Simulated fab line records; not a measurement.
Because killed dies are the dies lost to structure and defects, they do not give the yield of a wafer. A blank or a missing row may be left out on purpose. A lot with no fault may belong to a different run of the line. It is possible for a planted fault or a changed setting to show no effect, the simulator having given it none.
fab line records ; flow sky130
record: lots: 12; wafers: 36; lastDay: 50
route steps=708 shown SD_N@356 LI_CONTACT@363 PAD_OPEN@708
lots that met no fault: taken from a fault-free run of the same line
startH: the number of hours between the record's first day and the start of the first shown wafer of the lot ; waitH: time in hours since the lot's previous step ; " same as the row above ; L1.1+2: several wafers, shown together as one row ; - no value present, or no start provided ; * or withheld: withheld ; < > ~ a bound
route shown NAME@n: a module of which the file shows steps, and the number in the route of the first ; usual: mean/standard deviation taken from wafers without a fault ; same: alike in all rows ; chamber/n: place in a boat ; sites: readings site by site ; _std_site: the standard deviation of these ; _edge_site: mean of outer sites minus mean of inner sites ; radiusMm: for every site, how far away it sits from the centre of the wafer ; mask NAME#n: copy n ; behind: the last tool/chamber to shape the wafer ; hold: why the lot was held/for how many hours/how that ended ; device: names the non-switching transistor (n, p or np) ; end of line: tests run on the same wafers once the route is complete ; a step given without rows: its recipe and nothing more ; killed: count of dies lost to structure and defects at first sort (not the wafer's yield) ; map: dies across one wafer; x = killed, . = not, _ = none there
set.NAME: the setting the step ran with; set.NAME@STEP: the setting that earlier step ran with ; model.NAME: the simulator's own value behind a step, which no gauge read
the route's steps for a sample of lots (tables are steps, rows are wafers)
services: when a tool's chamber went out of use (startH, in hours from the record's first day, below 0 if earlier), for how many hours, and the reason
== steps ==
step: SKY_SD_N_RTA_14
recipe: tempC: 1075; timeS: 2; idleTempC: 650; rampUpCPerS: 150; rampDownCPerS: 90; ambient: N2
usual: annealTempCMax: 1082.2/2.9; lampPowerPct: 15.73/0.05; wafer_temp_C_max: 1078.0/1.3
lot.wafer;tool;chamber;startH;waitH;annealTempCMax;lampPowerPct;wafer_temp_C_max
L579.1;rtpAnneal-01;0;658.65;0.0;1085.2;15.69;1076.0
L579.4;rtpAnneal-01;0;658.65;0.0;1085.3;15.72;1078.2
L579.5;rtpAnneal-01;0;658.65;0.0;1084.8;15.68;1081.3
L578.3;rtpAnneal-02;0;661.71;0.0;1079.2;15.74;1078.0
L578.4;rtpAnneal-02;0;661.71;0.0;1079.9;15.78;1076.4
L578.6;rtpAnneal-02;0;661.71;0.0;1079.0;15.69;1078.2
L581.2;rtpAnneal-02;0;667.50;0.0;1079.6;15.73;1078.1
L581.3;rtpAnneal-02;0;667.50;0.0;1078.5;15.77;1075.8
L581.6;rtpAnneal-02;0;667.50;0.0;1078.9;15.75;1078.3
L582.3;rtpAnneal-01;0;673.97;0.0;1086.1;15.71;1079.2
L582.4;rtpAnneal-01;0;673.97;0.0;1086.2;15.70;1078.2
L582.5;rtpAnneal-01;0;673.97;0.0;1084.3;15.70;1077.2
L583.1;rtpAnneal-02;0;687.17;0.0;1079.2;15.78;1077.0
L583.3;rtpAnneal-02;0;687.17;0.0;1079.1;15.70;1079.1
L583.5;rtpAnneal-02;0;687.17;0.0;1079.3;15.68;1075.1
L592.1;rtpAnneal-01;0;770.07;0.0;1084.8;15.75;1076.7
L592.3;rtpAnneal-01;0;770.07;0.0;1084.0;15.72;1078.5
L592.4;rtpAnneal-01;0;770.07;0.0;1082.6;15.69;1079.7
L593.2;rtpAnneal-02;0;771.78;0.0;1079.1;15.78;1077.4
L593.3;rtpAnneal-02;0;771.78;0.0;1079.2;15.74;1079.3
L593.6;rtpAnneal-02;0;771.78;0.0;1080.9;15.71;1078.7
L594.1;rtpAnneal-01;0;783.32;0.0;1087.4;15.67;1077.5
L594.2;rtpAnneal-01;0;783.32;0.0;1084.4;15.70;1078.9
L594.6;rtpAnneal-01;0;783.32;0.0;1085.3;15.76;1076.0
L595.1;rtpAnneal-02;0;788.55;0.0;1079.7;15.71;1078.9
L595.5;rtpAnneal-02;0;788.55;0.0;1079.0;15.77;1077.1
L595.6;rtpAnneal-02;0;788.55;0.0;1080.1;15.77;1077.7
L597.3;rtpAnneal-02;0;803.72;0.0;1079.5;15.82;1079.1
L597.4;rtpAnneal-02;0;803.72;0.0;1079.2;15.71;1076.3
L597.6;rtpAnneal-02;0;803.72;0.0;1078.5;15.73;1076.2
L600.1;rtpAnneal-01;0;825.16;0.0;1086.5;15.73;1079.6
L600.3;rtpAnneal-01;0;825.16;0.0;1082.1;15.75;1075.3
L600.4;rtpAnneal-01;0;825.16;0.0;1082.3;15.74;1078.1
L601.1;rtpAnneal-02;0;828.26;0.0;1079.1;15.78;1078.0
L601.2;rtpAnneal-02;0;828.26;0.0;1079.4;15.78;1075.9
L601.4;rtpAnneal-02;0;828.26;0.0;1079.9;15.65;1078.6
step: SKY_LI_CONTACT_THK_MEAS_01
recipe: reads: PSG_of_LI_CONTACT_HDPCVD_00
usual: LI_CONTACT_HDPCVD_THK: 928/9.7
lot.wafer;tool;chamber;startH;waitH;LI_CONTACT_HDPCVD_THK[nm]
L579.1;filmMetro-01;-;659.32;0.1;921
L579.4;filmMetro-01;-;659.32;0.1;926
L579.5;filmMetro-01;-;659.32;0.1;929
L578.3;filmMetro-02;-;662.37;0.1;907
L578.4;filmMetro-02;-;662.37;0.1;915
L578.6;filmMetro-02;-;662.37;0.1;923
L581.2;filmMetro-02;-;668.16;0.1;937
L581.3;filmMetro-02;-;668.16;0.1;922
L581.6;filmMetro-02;-;668.16;0.1;945
L582.3;filmMetro-03;-;674.63;0.1;938
L582.4;filmMetro-03;-;674.63;0.1;928
L582.5;filmMetro-03;-;674.63;0.1;932
L583.1;filmMetro-02;-;687.82;0.1;918
L583.3;filmMetro-02;-;687.82;0.1;912
L583.5;filmMetro-02;-;687.82;0.1;920
L592.1;filmMetro-03;-;770.73;0.1;917
L592.3;filmMetro-03;-;770.73;0.1;931
L592.4;filmMetro-03;-;770.73;0.1;931
L593.2;filmMetro-03;-;772.44;0.1;931
L593.3;filmMetro-03;-;772.44;0.1;927
L593.6;filmMetro-03;-;772.44;0.1;931
L594.1;filmMetro-01;-;783.97;0.1;937
L594.2;filmMetro-01;-;783.97;0.1;944
L594.6;filmMetro-01;-;783.97;0.1;944
L595.1;filmMetro-03;-;789.20;0.1;933
L595.5;filmMetro-03;-;789.20;0.1;941
L595.6;filmMetro-03;-;789.20;0.1;946
L597.3;filmMetro-02;-;804.38;0.1;915
L597.4;filmMetro-02;-;804.38;0.1;927
L597.6;filmMetro-02;-;804.38;0.1;929
L600.1;filmMetro-03;-;825.81;0.1;932
L600.3;filmMetro-03;-;825.81;0.1;938
L600.4;filmMetro-03;-;825.81;0.1;929
L601.1;filmMetro-03;-;828.92;0.1;926
L601.2;filmMetro-03;-;828.92;0.1;923
L601.4;filmMetro-03;-;828.92;0.1;937
step: SKY_LI_CONTACT_EXPOSE_09
recipe: maskId: LICM1; na: 0.8; sourceShape: annular; sigmaInner: 0.55; sigmaOuter: 0.85; targetCdNm: 170; doseMj: 38
usual: exposureDoseMJCm2: 37.96/0.036
lot.wafer;tool;chamber;startH;waitH;mask;exposureDoseMJCm2
L579.1;krfScanner-02;0;674.50;-;LICM1#0;38.04
L579.4;krfScanner-02;0;674.50;-;LICM1#0;38.01
L579.5;krfScanner-02;0;674.50;-;LICM1#0;37.98
L578.3;krfScanner-02;0;677.14;-;LICM1#0;38.01
L578.4;krfScanner-02;0;677.14;-;LICM1#0;37.99
L578.6;krfScanner-02;0;677.14;-;LICM1#0;38.00
L581.2;krfScanner-01;0;684.28;-;LICM1#0;38.03
L581.3;krfScanner-01;0;684.28;-;LICM1#0;38.00
L581.6;krfScanner-01;0;684.28;-;LICM1#0;37.94
L582.3;krfScanner-01;0;690.14;-;LICM1#0;38.00
L582.4;krfScanner-01;0;690.14;-;LICM1#0;37.96
L582.5;krfScanner-01;0;690.14;-;LICM1#0;37.97
L583.1;krfScanner-02;0;701.82;-;LICM1#0;37.97
L583.3;krfScanner-02;0;701.82;-;LICM1#0;37.93
L583.5;krfScanner-02;0;701.82;-;LICM1#0;37.96
L592.1;krfScanner-01;0;784.47;-;LICM1#0;38.79
L592.3;krfScanner-01;0;784.47;-;LICM1#0;38.77
L592.4;krfScanner-01;0;784.47;-;LICM1#0;38.77
L593.2;krfScanner-02;0;786.84;-;LICM1#0;37.93
L593.3;krfScanner-02;0;786.84;-;LICM1#0;37.95
L593.6;krfScanner-02;0;786.84;-;LICM1#0;37.95
L594.1;krfScanner-02;0;798.46;-;LICM1#0;37.94
L594.2;krfScanner-02;0;798.46;-;LICM1#0;38.06
L594.6;krfScanner-02;0;798.46;-;LICM1#0;37.98
L595.1;krfScanner-02;0;803.41;-;LICM1#0;37.98
L595.5;krfScanner-02;0;803.41;-;LICM1#0;37.94
L595.6;krfScanner-02;0;803.41;-;LICM1#0;37.96
L597.3;krfScanner-02;0;817.61;-;LICM1#0;37.92
L597.4;krfScanner-02;0;817.61;-;LICM1#0;37.98
L597.6;krfScanner-02;0;817.61;-;LICM1#0;37.93
L600.1;krfScanner-01;0;838.78;-;LICM1#0;37.89
L600.3;krfScanner-01;0;838.78;-;LICM1#0;37.92
L600.4;krfScanner-01;0;838.78;-;LICM1#0;37.90
L601.1;krfScanner-01;0;841.93;-;LICM1#0;37.93
L601.2;krfScanner-01;0;841.93;-;LICM1#0;37.97
L601.4;krfScanner-01;0;841.93;-;LICM1#0;37.94
step: SKY_LI_CONTACT_CD_MEAS_12
recipe: targetCdNm: 170
usual: cdNm: 170.1/1.3
lot.wafer;tool;chamber;startH;waitH;cdNm
L579.1;cdSem-01;-;688.70;-;169.3
L579.4;cdSem-01;-;688.70;-;169.9
L579.5;cdSem-01;-;688.70;-;169.6
L578.3;cdSem-01;-;691.37;-;171.1
L578.4;cdSem-01;-;691.37;-;171.3
L578.6;cdSem-01;-;691.37;-;172.5
L581.2;cdSem-02;-;697.78;-;169.4
L581.3;cdSem-02;-;697.78;-;169.5
L581.6;cdSem-02;-;697.78;-;169.7
L582.3;cdSem-01;-;703.34;-;169.0
L582.4;cdSem-01;-;703.34;-;168.7
L582.5;cdSem-01;-;703.34;-;168.3
L583.1;cdSem-01;-;716.73;-;171.9
L583.3;cdSem-01;-;716.73;-;169.7
L583.5;cdSem-01;-;716.73;-;171.1
L592.1;cdSem-02;-;798.08;-;142.5
L592.3;cdSem-02;-;798.08;-;155.1
L592.4;cdSem-02;-;798.08;-;155.8
L593.2;cdSem-01;-;799.63;-;171.5
L593.3;cdSem-01;-;799.63;-;169.3
L593.6;cdSem-01;-;799.63;-;171.5
L594.1;cdSem-01;-;811.06;-;168.4
L594.2;cdSem-01;-;811.06;-;168.7
L594.6;cdSem-01;-;811.06;-;168.9
L595.1;cdSem-01;-;815.61;-;171.8
L595.5;cdSem-01;-;815.61;-;170.8
L595.6;cdSem-01;-;815.61;-;170.8
L597.3;cdSem-01;-;831.07;-;169.2
L597.4;cdSem-01;-;831.07;-;169.4
L597.6;cdSem-01;-;831.07;-;167.2
L600.1;cdSem-01;-;850.98;-;169.6
L600.3;cdSem-01;-;850.98;-;169.7
L600.4;cdSem-01;-;850.98;-;168.7
L601.1;cdSem-02;-;855.41;-;169.6
L601.2;cdSem-02;-;855.41;-;171.7
L601.4;cdSem-02;-;855.41;-;172.2
step: SKY_LI_CONTACT_STRIP_16
recipe: chemistry: O2/N2; powerW: 1400; pressureMtorr: 1500; platenTempC: withheld; o2FlowSccm: 3000; n2FlowSccm: 300; overashFraction: 0.5
usual: drypumpMotorCurrentA: 5.6/0.35; oesProductAu: 0.376/0.0043; stripTimeToEndpointS: 3.52/0.031
lot.wafer;tool;chamber;startH;waitH;drypumpMotorCurrentA;oesProductAu;rfHoursCounterH;stripTimeToEndpointS
L579.1;plasmaAsher-03;0;689.05;-;5.2;0.383;25;3.54
L579.4;plasmaAsher-03;1;689.05;-;5.2;0.380;-;3.53
L579.5;plasmaAsher-03;0;689.05;-;5.2;0.389;-;3.51
L578.3;plasmaAsher-03;1;691.65;-;5.2;0.374;-;3.54
L578.4;plasmaAsher-03;0;691.65;-;5.2;0.376;-;3.55
L578.6;plasmaAsher-03;0;691.65;-;5.2;0.381;-;3.56
L581.2;plasmaAsher-04;1;698.05;-;5.4;0.378;57;3.50
L581.3;plasmaAsher-04;1;698.05;-;5.3;0.368;-;3.51
L581.6;plasmaAsher-04;1;698.05;-;5.3;0.372;-;3.51
L582.3;plasmaAsher-03;1;703.62;-;5.3;0.380;-;3.54
L582.4;plasmaAsher-03;0;703.62;-;5.2;0.379;-;3.53
L582.5;plasmaAsher-03;0;703.62;-;5.2;0.372;-;3.53
L583.1;plasmaAsher-02;1;717.01;-;5.8;0.382;90;3.49
L583.3;plasmaAsher-02;0;717.01;-;6.1;0.381;-;3.50
L583.5;plasmaAsher-02;1;717.01;-;5.8;0.376;-;3.50
L592.1;plasmaAsher-02;0;798.36;-;6.1;0.372;98;3.50
L592.3;plasmaAsher-02;0;798.36;-;6.1;0.369;-;3.52
L592.4;plasmaAsher-02;1;798.36;-;5.8;0.374;-;3.47
L593.2;plasmaAsher-02;1;799.90;-;5.7;0.370;98;3.54
L593.3;plasmaAsher-02;1;799.90;-;5.8;0.376;-;3.50
L593.6;plasmaAsher-02;0;799.90;-;6.1;0.384;-;3.51
L594.1;plasmaAsher-04;1;811.35;-;5.3;0.379;68;3.55
L594.2;plasmaAsher-04;0;811.35;-;5.5;0.377;68;3.59
L594.6;plasmaAsher-04;1;811.35;-;5.3;0.378;-;3.53
L595.1;plasmaAsher-03;0;815.90;-;5.2;0.375;38;3.49
L595.5;plasmaAsher-03;0;815.90;-;5.2;0.380;-;3.54
L595.6;plasmaAsher-03;1;815.90;-;5.2;0.375;-;3.50
L597.3;plasmaAsher-02;0;831.35;-;6.1;0.369;-;3.49
L597.4;plasmaAsher-02;1;831.35;-;5.8;0.370;-;3.45
L597.6;plasmaAsher-02;0;831.35;-;6.1;0.383;-;3.46
L600.1;plasmaAsher-03;1;851.26;-;5.3;0.376;42;3.47
L600.3;plasmaAsher-03;0;851.26;-;5.2;0.383;-;3.53
L600.4;plasmaAsher-03;1;851.26;-;5.3;0.377;-;3.52
L601.1;plasmaAsher-02;1;855.70;-;5.7;0.374;104;3.52
L601.2;plasmaAsher-02;0;855.70;-;6.1;0.372;104;3.46
L601.4;plasmaAsher-02;1;855.70;-;5.8;0.375;-;3.51
step: SKY_PAD_OPEN_PROBE_99
usual: killed_at_M0_to_M3: 43/7.2; killed_at_M4_up: 3.1/1.8; killedAtContacts: 24/5.4; killedAtFrontEnd: 15/4.4; killedAtOther: 0.4/0.56; killedDies: 86/9.3; killedOpen: 47/6.9; killedShort: 39/6.6
same: grossDies: 492; killedAtBackSide: 0
lot.wafer;tool;chamber;startH;waitH;killed_at_M0_to_M3;killed_at_M4_up;killedAtContacts;killedAtFrontEnd;killedAtOther;killedDies;killedOpen;killedShort
L592.1;prober-01;-;1161.92;0.1;45;3;140;15;0;203;45;42
L592.3;prober-01;-;1162.02;0.2;46;4;25;8;0;83;46;33
L592.4;prober-01;-;1162.07;0.2;56;5;31;21;0;113;62;51
L594.1;prober-01;-;1178.15;0.1;37;2;31;24;0;94;51;42
L594.2;prober-01;-;1178.20;0.1;45;3;25;9;2;84;41;43
L594.6;prober-01;-;1178.40;0.2;52;5;25;17;0;99;55;44
killed by level:class
L592.1 LI_CONTACT:areaExpose=115 CONTACT:geometricParticle:open=13 VIA1:geometricParticle:open=10 VIA3:geometricParticle:short=7 LOCAL_INTERCONNECT:geometricParticle:short=6 VIA3:geometricParticle:open=6 METAL2:geometricParticle:short=4 METAL3:geometricParticle:short=4
L592.3 CONTACT:geometricParticle:open=10 VIA3:geometricParticle:open=8 METAL2:geometricParticle:short=7 VIA1:geometricParticle:open=7 VIA2:geometricParticle:open=5 LI_CONTACT:geometricParticle:open=4 CONTACT:geometricParticle:short=4 METAL2:geometricParticle:open=4
L592.4 VIA1:geometricParticle:open=15 CONTACT:geometricParticle:open=13 METAL2:geometricParticle:short=10 LI_CONTACT:geometricParticle:open=7 FIELD_ISO:geometricParticle:open=6 POLY_GATE:geometricParticle:short=6 POLY_GATE:geometricParticle:open=6 VIA3:geometricParticle:short=6
L594.1 CONTACT:geometricParticle:open=10 VIA1:geometricParticle:open=10 LI_CONTACT:geometricParticle:open=7 VIA3:geometricParticle:open=7 FIELD_ISO:geometricParticle:short=6 CONTACT:geometricParticle:short=6 VIA2:geometricParticle:open=5 POLY_GATE:geometricParticle:short=4
L594.2 VIA1:geometricParticle:open=14 CONTACT:geometricParticle:open=8 LOCAL_INTERCONNECT:geometricParticle:short=6 VIA3:geometricParticle:short=6 CONTACT:geometricParticle:short=5 METAL1:geometricParticle:short=5 LI_CONTACT:geometricParticle:open=4 METAL2:geometricParticle:short=4
L594.6 CONTACT:geometricParticle:open=13 VIA1:geometricParticle:open=12 VIA3:geometricParticle:open=9 FIELD_ISO:geometricParticle:open=8 METAL1:geometricParticle:short=7 METAL2:geometricParticle:short=6 CONTACT:geometricParticle:short=6 VIA1:geometricParticle:short=6
== services ==
tool;chamber;startH;hours;kind
plasmaAsher-04;-;653.67;2.8;pm
krfScanner-02;-;656.70;1.4;repair
plasmaAsher-03;-;658.47;0.7;repair
krfScanner-02;-;672.42;1.1;repair
krfScanner-02;0;684.95;-;calibration
rtpAnneal-02;-;687.84;2.8;pm
krfScanner-01;-;700.34;1.4;repair
krfScanner-02;-;705.65;1.3;pm
krfScanner-02;-;709.85;0.8;repair
krfScanner-01;-;715.58;1.3;pm
krfScanner-01;-;740.77;0.5;repair
krfScanner-02;-;747.12;0.8;pm
plasmaAsher-04;-;765.68;0.6;repair
krfScanner-02;-;771.91;1.0;pm
krfScanner-01;-;775.25;4.0;pm
krfScanner-01;-;779.27;1.0;pm
krfScanner-01;-;780.27;0.8;pm
krfScanner-01;0;785.07;-;calibration
plasmaAsher-02;-;788.74;0.5;repair
plasmaAsher-04;-;794.08;4.6;pm
plasmaAsher-03;-;801.77;1.6;repair
krfScanner-02;-;808.06;0.6;repair
krfScanner-02;0;844.60;-;calibration
== key ==
firstSign: step: SKY_LI_CONTACT_EXPOSE_09; reading: exposureDoseMJCm2; direction: up; sigmas: 23; usual: *; struck: *
effect: step: SKY_LI_CONTACT_CD_MEAS_12; reading: cdNm; direction: down; sigmas: 15; usual: 170.1; struck: 151.1; through: controlLoop
effect: step: SKY_PAD_OPEN_PROBE_99; reading: killedAtContacts; direction: up; sigmas: 7.5; usual: 24; struck: 65; wafersMoved: 1
moreKillsBornAt: SKY_LI_CONTACT_EXPOSE_09@krfScanner-01: 117
metAt SKY_LI_CONTACT_EXPOSE_09
struckLots L592
testerLeftOut L592
loopTrim: step: SKY_LI_CONTACT_EXPOSE_09; setting: dose; lots: L592
notActingAt SKY_SD_N_RTA_14,SKY_LI_CONTACT_THK_MEAS_01,SKY_LI_CONTACT_STRIP_16
onsetBetween 690.14 784.47
fault: kind: processParameterDrift; tool: krfScanner-01; chamber: -; onsetH: 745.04; steps: SKY_LI_CONTACT_EXPOSE_09; channel: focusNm; offset: 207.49; spreadByWafer: 0.3; shape: step; endH: 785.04
testerLeftOut: of these lots the tester's yield and bins aren't shown, on N5 and GAA mostly nor the transistor test; their killed dies are dies lost to structure and defects alone, not to doping, threshold or leakage, so they don't give the yield
loopTrim: a control loop set the setting to another value than it would have without faults
